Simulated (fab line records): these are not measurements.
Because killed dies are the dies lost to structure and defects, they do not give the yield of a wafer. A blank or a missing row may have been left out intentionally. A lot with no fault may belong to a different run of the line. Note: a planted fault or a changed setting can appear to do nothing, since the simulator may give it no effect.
fab line records / flow sky130
record lots=14 wafers=42 last_day=50
route steps=708 shown SONOS_ONO@181 LDD_P@266 LDD_HVP@284 LDD_LDN@296
lots that met no fault: from a run of the same line without faults
start_h: hours from the record's first day to the start of the lot's first wafer shown / wait_h: time in hours since the lot's previous step / " unchanged from the row above / L1.1+2: a row that stands for several wafers / - either no value or no given start / * or withheld: withheld / < > ~ a bound
route shown NAME@n: names a module that has steps shown in the file, with the first one's number in the route / usual: mean/standard deviation taken from wafers without a fault / same: alike in all rows / chamber/n: place in a boat / sites: readings site by site / _std_site: how widely they spread, as a standard deviation / _edge_site: mean of outer sites minus mean of inner sites / radius_mm: for every site, how far away it sits from the centre of the wafer / mask NAME#n: copy n / behind: the most recent tool/chamber to have shaped the wafer / hold: why the lot went on hold/how many hours it stayed there/how the hold came to an end / device: which transistor (n, p or np) failed to switch / end of line: tests run on the same wafers once the route is complete / where a step has no rows: the recipe by itself / killed: the dies lost at the first sort to structure and to defects; this is not the yield of the wafer / map: dies across one wafer; x = killed, . = not, _ = none there
set.NAME: the setting as run; set.NAME@STEP: as run at that earlier step / model.NAME: the simulator's own value behind a step, which no gauge read
a sample of lots followed through the steps of the route, with each step as a table and each wafer as a row
## steps
# step SKY_SONOS_ONO_CD_MEAS_13
# recipe target_cd_nm=410
# usual cd_nm=409.6/2.3
lot.wafer=L153.1 tool=cd_sem-02 chamber=- start_h=304.95 wait_h=0.1 cd_nm=408.2
lot.wafer=L153.2 tool=cd_sem-02 chamber=- start_h=304.95 wait_h=0.1 cd_nm=407.9
lot.wafer=L153.3 tool=cd_sem-02 chamber=- start_h=304.95 wait_h=0.1 cd_nm=408.8
lot.wafer=L154.1 tool=cd_sem-02 chamber=- start_h=309.40 wait_h=0.1 cd_nm=405.8
lot.wafer=L154.3 tool=cd_sem-02 chamber=- start_h=309.40 wait_h=0.1 cd_nm=407.8
lot.wafer=L154.5 tool=cd_sem-02 chamber=- start_h=309.40 wait_h=0.1 cd_nm=405.0
lot.wafer=L156.1 tool=cd_sem-02 chamber=- start_h=314.85 wait_h=0.1 cd_nm=409.3
lot.wafer=L156.2 tool=cd_sem-02 chamber=- start_h=314.85 wait_h=0.1 cd_nm=408.9
lot.wafer=L156.6 tool=cd_sem-02 chamber=- start_h=314.85 wait_h=0.1 cd_nm=407.3
lot.wafer=L159.1 tool=cd_sem-01 chamber=- start_h=346.64 wait_h=0.1 cd_nm=409.6
lot.wafer=L159.3 tool=cd_sem-01 chamber=- start_h=346.64 wait_h=0.1 cd_nm=408.9
lot.wafer=L159.6 tool=cd_sem-01 chamber=- start_h=346.64 wait_h=0.1 cd_nm=410.4
lot.wafer=L161.3 tool=cd_sem-02 chamber=- start_h=355.94 wait_h=0.1 cd_nm=408.0
lot.wafer=L161.4 tool=cd_sem-02 chamber=- start_h=355.94 wait_h=0.1 cd_nm=407.4
lot.wafer=L161.5 tool=cd_sem-02 chamber=- start_h=355.94 wait_h=0.1 cd_nm=407.0
lot.wafer=L162.1 tool=cd_sem-01 chamber=- start_h=360.95 wait_h=0.1 cd_nm=409.4
lot.wafer=L162.5 tool=cd_sem-01 chamber=- start_h=360.95 wait_h=0.1 cd_nm=410.5
lot.wafer=L162.6 tool=cd_sem-01 chamber=- start_h=360.95 wait_h=0.1 cd_nm=412.4
lot.wafer=L168.2 tool=cd_sem-02 chamber=- start_h=409.87 wait_h=0.1 cd_nm=408.7
lot.wafer=L168.4 tool=cd_sem-02 chamber=- start_h=409.87 wait_h=0.1 cd_nm=410.9
lot.wafer=L168.5 tool=cd_sem-02 chamber=- start_h=409.87 wait_h=0.1 cd_nm=411.3
lot.wafer=L169.1 tool=cd_sem-02 chamber=- start_h=414.59 wait_h=0.1 cd_nm=409.1
lot.wafer=L169.2 tool=cd_sem-02 chamber=- start_h=414.59 wait_h=0.1 cd_nm=407.6
lot.wafer=L169.3 tool=cd_sem-02 chamber=- start_h=414.59 wait_h=0.1 cd_nm=412.0
lot.wafer=L170.1 tool=cd_sem-02 chamber=- start_h=425.70 wait_h=0.1 cd_nm=414.8
lot.wafer=L170.2 tool=cd_sem-02 chamber=- start_h=425.70 wait_h=0.1 cd_nm=413.3
lot.wafer=L170.6 tool=cd_sem-02 chamber=- start_h=425.70 wait_h=0.1 cd_nm=415.1
lot.wafer=L171.1 tool=cd_sem-01 chamber=- start_h=433.09 wait_h=0.1 cd_nm=408.0
lot.wafer=L171.2 tool=cd_sem-01 chamber=- start_h=433.09 wait_h=0.1 cd_nm=407.5
lot.wafer=L171.5 tool=cd_sem-01 chamber=- start_h=433.09 wait_h=0.1 cd_nm=406.6
lot.wafer=L172.2 tool=cd_sem-01 chamber=- start_h=455.26 wait_h=0.1 cd_nm=411.0
lot.wafer=L172.3 tool=cd_sem-01 chamber=- start_h=455.26 wait_h=0.1 cd_nm=410.3
lot.wafer=L172.6 tool=cd_sem-01 chamber=- start_h=455.26 wait_h=0.1 cd_nm=409.4
lot.wafer=L173.1 tool=cd_sem-02 chamber=- start_h=475.20 wait_h=0.1 cd_nm=410.0
lot.wafer=L173.4 tool=cd_sem-02 chamber=- start_h=475.20 wait_h=0.1 cd_nm=409.6
lot.wafer=L173.6 tool=cd_sem-02 chamber=- start_h=475.20 wait_h=0.1 cd_nm=410.2
lot.wafer=L174.2 tool=cd_sem-02 chamber=- start_h=481.42 wait_h=0.1 cd_nm=413.7
lot.wafer=L174.4 tool=cd_sem-02 chamber=- start_h=481.42 wait_h=0.1 cd_nm=411.5
lot.wafer=L174.6 tool=cd_sem-02 chamber=- start_h=481.42 wait_h=0.1 cd_nm=411.1
lot.wafer=L175.2 tool=cd_sem-02 chamber=- start_h=482.92 wait_h=0.1 cd_nm=411.1
lot.wafer=L175.4 tool=cd_sem-02 chamber=- start_h=482.92 wait_h=0.1 cd_nm=410.0
lot.wafer=L175.5 tool=cd_sem-02 chamber=- start_h=482.92 wait_h=0.1 cd_nm=411.7
# step SKY_LDD_P_TW_MEAS_11
# usual LDD_P_TW=633/5.2
lot.wafer=L153.1 tool=film_metro-02 chamber=- start_h=469.41 wait_h=0.1 LDD_P_TW=628
lot.wafer=L153.2 tool=film_metro-02 chamber=- start_h=469.41 wait_h=0.1 LDD_P_TW=625
lot.wafer=L153.3 tool=film_metro-02 chamber=- start_h=469.41 wait_h=0.1 LDD_P_TW=625
lot.wafer=L154.1 tool=film_metro-03 chamber=- start_h=470.01 wait_h=0.1 LDD_P_TW=631
lot.wafer=L154.3 tool=film_metro-03 chamber=- start_h=470.01 wait_h=0.1 LDD_P_TW=632
lot.wafer=L154.5 tool=film_metro-03 chamber=- start_h=470.01 wait_h=0.1 LDD_P_TW=634
lot.wafer=L156.1 tool=film_metro-03 chamber=- start_h=477.66 wait_h=0.1 LDD_P_TW=635
lot.wafer=L156.2 tool=film_metro-03 chamber=- start_h=477.66 wait_h=0.1 LDD_P_TW=637
lot.wafer=L156.6 tool=film_metro-03 chamber=- start_h=477.66 wait_h=0.1 LDD_P_TW=641
lot.wafer=L159.1 tool=film_metro-02 chamber=- start_h=510.14 wait_h=0.1 LDD_P_TW=628
lot.wafer=L159.3 tool=film_metro-02 chamber=- start_h=510.14 wait_h=0.1 LDD_P_TW=633
lot.wafer=L159.6 tool=film_metro-02 chamber=- start_h=510.14 wait_h=0.1 LDD_P_TW=630
lot.wafer=L161.3 tool=film_metro-03 chamber=- start_h=518.08 wait_h=0.1 LDD_P_TW=636
lot.wafer=L161.4 tool=film_metro-03 chamber=- start_h=518.08 wait_h=0.1 LDD_P_TW=635
lot.wafer=L161.5 tool=film_metro-03 chamber=- start_h=518.08 wait_h=0.1 LDD_P_TW=636
lot.wafer=L162.1 tool=film_metro-01 chamber=- start_h=523.80 wait_h=0.1 LDD_P_TW=639
lot.wafer=L162.5 tool=film_metro-01 chamber=- start_h=523.80 wait_h=0.1 LDD_P_TW=640
lot.wafer=L162.6 tool=film_metro-01 chamber=- start_h=523.80 wait_h=0.1 LDD_P_TW=638
lot.wafer=L168.2 tool=film_metro-02 chamber=- start_h=572.16 wait_h=0.1 LDD_P_TW=629
lot.wafer=L168.4 tool=film_metro-02 chamber=- start_h=572.16 wait_h=0.1 LDD_P_TW=625
lot.wafer=L168.5 tool=film_metro-02 chamber=- start_h=572.16 wait_h=0.1 LDD_P_TW=630
lot.wafer=L169.1 tool=film_metro-03 chamber=- start_h=579.15 wait_h=0.1 LDD_P_TW=633
lot.wafer=L169.2 tool=film_metro-03 chamber=- start_h=579.15 wait_h=0.1 LDD_P_TW=631
lot.wafer=L169.3 tool=film_metro-03 chamber=- start_h=579.15 wait_h=0.1 LDD_P_TW=639
lot.wafer=L170.1 tool=film_metro-01 chamber=- start_h=589.56 wait_h=0.1 LDD_P_TW=642
lot.wafer=L170.2 tool=film_metro-01 chamber=- start_h=589.56 wait_h=0.1 LDD_P_TW=639
lot.wafer=L170.6 tool=film_metro-01 chamber=- start_h=589.56 wait_h=0.1 LDD_P_TW=640
lot.wafer=L171.1 tool=film_metro-02 chamber=- start_h=598.90 wait_h=0.1 LDD_P_TW=627
lot.wafer=L171.2 tool=film_metro-02 chamber=- start_h=598.90 wait_h=0.1 LDD_P_TW=629
lot.wafer=L171.5 tool=film_metro-02 chamber=- start_h=598.90 wait_h=0.1 LDD_P_TW=631
lot.wafer=L172.2 tool=film_metro-03 chamber=- start_h=614.72 wait_h=0.1 LDD_P_TW=637
lot.wafer=L172.3 tool=film_metro-03 chamber=- start_h=614.72 wait_h=0.1 LDD_P_TW=640
lot.wafer=L172.6 tool=film_metro-03 chamber=- start_h=614.72 wait_h=0.1 LDD_P_TW=635
lot.wafer=L173.1 tool=film_metro-01 chamber=- start_h=635.40 wait_h=0.1 LDD_P_TW=637
lot.wafer=L173.4 tool=film_metro-01 chamber=- start_h=635.40 wait_h=0.1 LDD_P_TW=639
lot.wafer=L173.6 tool=film_metro-01 chamber=- start_h=635.40 wait_h=0.1 LDD_P_TW=637
lot.wafer=L174.2 tool=film_metro-01 chamber=- start_h=639.97 wait_h=0.1 LDD_P_TW=638
lot.wafer=L174.4 tool=film_metro-01 chamber=- start_h=639.97 wait_h=0.1 LDD_P_TW=639
lot.wafer=L174.6 tool=film_metro-01 chamber=- start_h=639.97 wait_h=0.1 LDD_P_TW=639
lot.wafer=L175.2 tool=film_metro-03 chamber=- start_h=642.02 wait_h=0.1 LDD_P_TW=633
lot.wafer=L175.4 tool=film_metro-03 chamber=- start_h=642.02 wait_h=0.1 LDD_P_TW=630
lot.wafer=L175.5 tool=film_metro-03 chamber=- start_h=642.02 wait_h=0.1 LDD_P_TW=633
# step SKY_LDD_HVP_DEVELOP_06
# recipe resist=NOVOLAK developer=TMAH develop_time_s=60 dev_temp_c=23
# usual chill_plate_temp_C=23.01/0.1 develop_time_s=60/0 resist_line_temp_C=23.00/0.11
lot.wafer=L153.1 tool=litho_track-03 chamber=0 start_h=530.25 wait_h=0.1 chill_plate_temp_C=23.19 develop_time_s=60 resist_line_temp_C=22.96
lot.wafer=L153.2 tool=litho_track-03 chamber=0 start_h=530.25 wait_h=0.1 chill_plate_temp_C=23.05 develop_time_s=60 resist_line_temp_C=23.02
lot.wafer=L153.3 tool=litho_track-03 chamber=0 start_h=530.25 wait_h=0.1 chill_plate_temp_C=23.02 develop_time_s=60 resist_line_temp_C=22.94
lot.wafer=L154.1 tool=litho_track-04 chamber=0 start_h=530.44 wait_h=0.1 chill_plate_temp_C=22.86 develop_time_s=60 resist_line_temp_C=22.91
lot.wafer=L154.3 tool=litho_track-04 chamber=0 start_h=530.44 wait_h=0.1 chill_plate_temp_C=23.07 develop_time_s=60 resist_line_temp_C=23.09
lot.wafer=L154.5 tool=litho_track-04 chamber=0 start_h=530.44 wait_h=0.1 chill_plate_temp_C=23.10 develop_time_s=60 resist_line_temp_C=23.04
lot.wafer=L156.1 tool=litho_track-03 chamber=0 start_h=538.55 wait_h=0.1 chill_plate_temp_C=22.97 develop_time_s=60 resist_line_temp_C=23.10
lot.wafer=L156.2 tool=litho_track-03 chamber=0 start_h=538.55 wait_h=0.1 chill_plate_temp_C=22.94 develop_time_s=60 resist_line_temp_C=23.11
lot.wafer=L156.6 tool=litho_track-03 chamber=0 start_h=538.55 wait_h=0.1 chill_plate_temp_C=22.97 develop_time_s=60 resist_line_temp_C=23.17
lot.wafer=L159.1 tool=litho_track-01 chamber=0 start_h=569.98 wait_h=0.1 chill_plate_temp_C=23.01 develop_time_s=60 resist_line_temp_C=23.02
lot.wafer=L159.3 tool=litho_track-01 chamber=0 start_h=569.98 wait_h=0.1 chill_plate_temp_C=23.14 develop_time_s=60 resist_line_temp_C=22.94
lot.wafer=L159.6 tool=litho_track-01 chamber=0 start_h=569.98 wait_h=0.1 chill_plate_temp_C=23.17 develop_time_s=60 resist_line_temp_C=22.97
lot.wafer=L161.3 tool=litho_track-01 chamber=- start_h=577.53 wait_h=0.1 chill_plate_temp_C=- develop_time_s=- resist_line_temp_C=-
lot.wafer=L161.4 tool=litho_track-01 chamber=- start_h=577.53 wait_h=0.1 chill_plate_temp_C=- develop_time_s=- resist_line_temp_C=-
lot.wafer=L161.5 tool=litho_track-01 chamber=- start_h=577.53 wait_h=0.1 chill_plate_temp_C=- develop_time_s=- resist_line_temp_C=-
lot.wafer=L162.1 tool=litho_track-04 chamber=- start_h=582.49 wait_h=0.1 chill_plate_temp_C=- develop_time_s=- resist_line_temp_C=-
lot.wafer=L162.5 tool=litho_track-04 chamber=- start_h=582.49 wait_h=0.1 chill_plate_temp_C=- develop_time_s=- resist_line_temp_C=-
lot.wafer=L162.6 tool=litho_track-04 chamber=- start_h=582.49 wait_h=0.1 chill_plate_temp_C=- develop_time_s=- resist_line_temp_C=-
lot.wafer=L168.2 tool=litho_track-04 chamber=0 start_h=631.32 wait_h=0.1 chill_plate_temp_C=22.93 develop_time_s=60 resist_line_temp_C=22.90
lot.wafer=L168.4 tool=litho_track-04 chamber=0 start_h=631.32 wait_h=0.1 chill_plate_temp_C=23.12 develop_time_s=60 resist_line_temp_C=22.82
lot.wafer=L168.5 tool=litho_track-04 chamber=0 start_h=631.32 wait_h=0.1 chill_plate_temp_C=23.16 develop_time_s=60 resist_line_temp_C=22.83
lot.wafer=L169.1 tool=litho_track-04 chamber=0 start_h=637.64 wait_h=0.1 chill_plate_temp_C=22.96 develop_time_s=60 resist_line_temp_C=23.14
lot.wafer=L169.2 tool=litho_track-04 chamber=0 start_h=637.64 wait_h=0.1 chill_plate_temp_C=22.92 develop_time_s=60 resist_line_temp_C=23.08
lot.wafer=L169.3 tool=litho_track-04 chamber=0 start_h=637.64 wait_h=0.1 chill_plate_temp_C=22.91 develop_time_s=60 resist_line_temp_C=22.96
lot.wafer=L170.1 tool=litho_track-04 chamber=0 start_h=647.19 wait_h=0.1 chill_plate_temp_C=23.02 develop_time_s=60 resist_line_temp_C=22.87
lot.wafer=L170.2 tool=litho_track-04 chamber=0 start_h=647.19 wait_h=0.1 chill_plate_temp_C=22.92 develop_time_s=60 resist_line_temp_C=22.95
lot.wafer=L170.6 tool=litho_track-04 chamber=0 start_h=647.19 wait_h=0.1 chill_plate_temp_C=22.89 develop_time_s=60 resist_line_temp_C=22.96
lot.wafer=L171.1 tool=litho_track-04 chamber=0 start_h=656.44 wait_h=0.1 chill_plate_temp_C=22.92 develop_time_s=60 resist_line_temp_C=22.83
lot.wafer=L171.2 tool=litho_track-04 chamber=0 start_h=656.44 wait_h=0.1 chill_plate_temp_C=23.08 develop_time_s=60 resist_line_temp_C=22.98
lot.wafer=L171.5 tool=litho_track-04 chamber=0 start_h=656.44 wait_h=0.1 chill_plate_temp_C=23.07 develop_time_s=60 resist_line_temp_C=22.86
lot.wafer=L172.2 tool=litho_track-04 chamber=0 start_h=671.42 wait_h=0.1 chill_plate_temp_C=22.91 develop_time_s=60 resist_line_temp_C=23.00
lot.wafer=L172.3 tool=litho_track-04 chamber=0 start_h=671.42 wait_h=0.1 chill_plate_temp_C=22.93 develop_time_s=60 resist_line_temp_C=23.18
lot.wafer=L172.6 tool=litho_track-04 chamber=0 start_h=671.42 wait_h=0.1 chill_plate_temp_C=22.91 develop_time_s=60 resist_line_temp_C=22.93
lot.wafer=L173.1 tool=litho_track-01 chamber=0 start_h=692.18 wait_h=0.1 chill_plate_temp_C=23.07 develop_time_s=60 resist_line_temp_C=22.88
lot.wafer=L173.4 tool=litho_track-01 chamber=0 start_h=692.18 wait_h=0.1 chill_plate_temp_C=23.11 develop_time_s=60 resist_line_temp_C=22.95
lot.wafer=L173.6 tool=litho_track-01 chamber=0 start_h=692.18 wait_h=0.1 chill_plate_temp_C=23.13 develop_time_s=60 resist_line_temp_C=22.96
lot.wafer=L174.2 tool=litho_track-01 chamber=0 start_h=695.51 wait_h=0.1 chill_plate_temp_C=23.00 develop_time_s=60 resist_line_temp_C=23.00
lot.wafer=L174.4 tool=litho_track-01 chamber=0 start_h=695.51 wait_h=0.1 chill_plate_temp_C=22.96 develop_time_s=60 resist_line_temp_C=23.04
lot.wafer=L174.6 tool=litho_track-01 chamber=0 start_h=695.51 wait_h=0.1 chill_plate_temp_C=22.91 develop_time_s=60 resist_line_temp_C=22.96
lot.wafer=L175.2 tool=litho_track-04 chamber=0 start_h=696.92 wait_h=0.1 chill_plate_temp_C=23.07 develop_time_s=60 resist_line_temp_C=22.90
lot.wafer=L175.4 tool=litho_track-04 chamber=0 start_h=696.92 wait_h=0.1 chill_plate_temp_C=23.16 develop_time_s=60 resist_line_temp_C=22.90
lot.wafer=L175.5 tool=litho_track-04 chamber=0 start_h=696.92 wait_h=0.1 chill_plate_temp_C=22.84 develop_time_s=60 resist_line_temp_C=22.87
# step SKY_LDD_LDN_OVL_MEAS_07
# usual LDD_LDN_OVL=0.6/1.6
lot.wafer=L153.1 tool=overlay-01 chamber=- start_h=561.05 wait_h=0.1 LDD_LDN_OVL[nm]=2.4
lot.wafer=L153.2 tool=overlay-01 chamber=- start_h=561.05 wait_h=0.1 LDD_LDN_OVL[nm]=0.5
lot.wafer=L153.3 tool=overlay-01 chamber=- start_h=561.05 wait_h=0.1 LDD_LDN_OVL[nm]=2.2
lot.wafer=L154.1 tool=overlay-02 chamber=- start_h=561.13 wait_h=0.1 LDD_LDN_OVL[nm]=-0.5
lot.wafer=L154.3 tool=overlay-02 chamber=- start_h=561.13 wait_h=0.1 LDD_LDN_OVL[nm]=-1.7
lot.wafer=L154.5 tool=overlay-02 chamber=- start_h=561.13 wait_h=0.1 LDD_LDN_OVL[nm]=0.3
lot.wafer=L156.1 tool=overlay-01 chamber=- start_h=568.80 wait_h=0.1 LDD_LDN_OVL[nm]=0.9
lot.wafer=L156.2 tool=overlay-01 chamber=- start_h=568.80 wait_h=0.1 LDD_LDN_OVL[nm]=0.8
lot.wafer=L156.6 tool=overlay-01 chamber=- start_h=568.80 wait_h=0.1 LDD_LDN_OVL[nm]=1.8
lot.wafer=L159.1 tool=overlay-02 chamber=- start_h=600.10 wait_h=0.1 LDD_LDN_OVL[nm]=-0.2
lot.wafer=L159.3 tool=overlay-02 chamber=- start_h=600.10 wait_h=0.1 LDD_LDN_OVL[nm]=-1.1
lot.wafer=L159.6 tool=overlay-02 chamber=- start_h=600.10 wait_h=0.1 LDD_LDN_OVL[nm]=-0.3
lot.wafer=L161.3 tool=overlay-02 chamber=- start_h=607.57 wait_h=0.1 LDD_LDN_OVL[nm]=1.7
lot.wafer=L161.4 tool=overlay-02 chamber=- start_h=607.57 wait_h=0.1 LDD_LDN_OVL[nm]=2.7
lot.wafer=L161.5 tool=overlay-02 chamber=- start_h=607.57 wait_h=0.1 LDD_LDN_OVL[nm]=1.1
lot.wafer=L162.1 tool=overlay-01 chamber=- start_h=611.43 wait_h=0.1 LDD_LDN_OVL[nm]=3.0
lot.wafer=L162.5 tool=overlay-01 chamber=- start_h=611.43 wait_h=0.1 LDD_LDN_OVL[nm]=2.0
lot.wafer=L162.6 tool=overlay-01 chamber=- start_h=611.43 wait_h=0.1 LDD_LDN_OVL[nm]=2.5
lot.wafer=L168.2 tool=overlay-02 chamber=- start_h=660.36 wait_h=0.1 LDD_LDN_OVL[nm]=1.7
lot.wafer=L168.4 tool=overlay-02 chamber=- start_h=660.36 wait_h=0.1 LDD_LDN_OVL[nm]=2.1
lot.wafer=L168.5 tool=overlay-02 chamber=- start_h=660.36 wait_h=0.1 LDD_LDN_OVL[nm]=-0.2
lot.wafer=L169.1 tool=overlay-02 chamber=- start_h=666.95 wait_h=0.1 LDD_LDN_OVL[nm]=-1.4
lot.wafer=L169.2 tool=overlay-02 chamber=- start_h=666.95 wait_h=0.1 LDD_LDN_OVL[nm]=-0.3
lot.wafer=L169.3 tool=overlay-02 chamber=- start_h=666.95 wait_h=0.1 LDD_LDN_OVL[nm]=-0.9
lot.wafer=L170.1 tool=overlay-02 chamber=- start_h=675.10 wait_h=0.1 LDD_LDN_OVL[nm]=2.0
lot.wafer=L170.2 tool=overlay-02 chamber=- start_h=675.10 wait_h=0.1 LDD_LDN_OVL[nm]=-1.3
lot.wafer=L170.6 tool=overlay-02 chamber=- start_h=675.10 wait_h=0.1 LDD_LDN_OVL[nm]=2.4
lot.wafer=L171.1 tool=overlay-02 chamber=- start_h=684.38 wait_h=0.1 LDD_LDN_OVL[nm]=-0.5
lot.wafer=L171.2 tool=overlay-02 chamber=- start_h=684.38 wait_h=0.1 LDD_LDN_OVL[nm]=0.7
lot.wafer=L171.5 tool=overlay-02 chamber=- start_h=684.38 wait_h=0.1 LDD_LDN_OVL[nm]=-0.5
lot.wafer=L172.2 tool=overlay-02 chamber=- start_h=699.14 wait_h=0.1 LDD_LDN_OVL[nm]=0.8
lot.wafer=L172.3 tool=overlay-02 chamber=- start_h=699.14 wait_h=0.1 LDD_LDN_OVL[nm]=1.5
lot.wafer=L172.6 tool=overlay-02 chamber=- start_h=699.14 wait_h=0.1 LDD_LDN_OVL[nm]=2.8
lot.wafer=L173.1 tool=overlay-01 chamber=- start_h=719.68 wait_h=0.1 LDD_LDN_OVL[nm]=3.1
lot.wafer=L173.4 tool=overlay-01 chamber=- start_h=719.68 wait_h=0.1 LDD_LDN_OVL[nm]=3.5
lot.wafer=L173.6 tool=overlay-01 chamber=- start_h=719.68 wait_h=0.1 LDD_LDN_OVL[nm]=4.6
lot.wafer=L174.2 tool=overlay-01 chamber=- start_h=722.86 wait_h=0.1 LDD_LDN_OVL[nm]=-0.8
lot.wafer=L174.4 tool=overlay-01 chamber=- start_h=722.86 wait_h=0.1 LDD_LDN_OVL[nm]=-0.4
lot.wafer=L174.6 tool=overlay-01 chamber=- start_h=722.86 wait_h=0.1 LDD_LDN_OVL[nm]=-1.3
lot.wafer=L175.2 tool=overlay-02 chamber=- start_h=723.06 wait_h=0.1 LDD_LDN_OVL[nm]=0.5
lot.wafer=L175.4 tool=overlay-02 chamber=- start_h=723.06 wait_h=0.1 LDD_LDN_OVL[nm]=-0.4
lot.wafer=L175.5 tool=overlay-02 chamber=- start_h=723.06 wait_h=0.1 LDD_LDN_OVL[nm]=-1.1
## key
first_sign step=SKY_LDD_HVP_DEVELOP_06 reading=tool_record direction=missing
effect none on later readings
met_at SKY_LDD_HVP_DEVELOP_06
struck_lots L161,L162
sort_left_out L161.3,L161.4,L161.5,L162.1,L162.5,L162.6
tester_left_out L161,L162
not_acting_at SKY_SONOS_ONO_CD_MEAS_13,SKY_LDD_P_TW_MEAS_11,SKY_LDD_LDN_OVL_MEAS_07
onset_between 569.98 577.53
fault kind=skipped_step_whole tool=litho_track-01,litho_track-04 chamber=- onset_h=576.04 steps=SKY_LDD_HVP_DEVELOP_06 scope=struck_lots_only
# tester_left_out: of these lots the tester's yield and bins aren't shown, on N5 and GAA mostly nor the transistor test; their killed dies are dies lost to structure and defects alone, not to doping, threshold or leakage, so they don't give the yield
# sort_left_out: the simulated sort isn't trusted on such a fault, so these wafers' sort isn't shown, and their yield isn't known
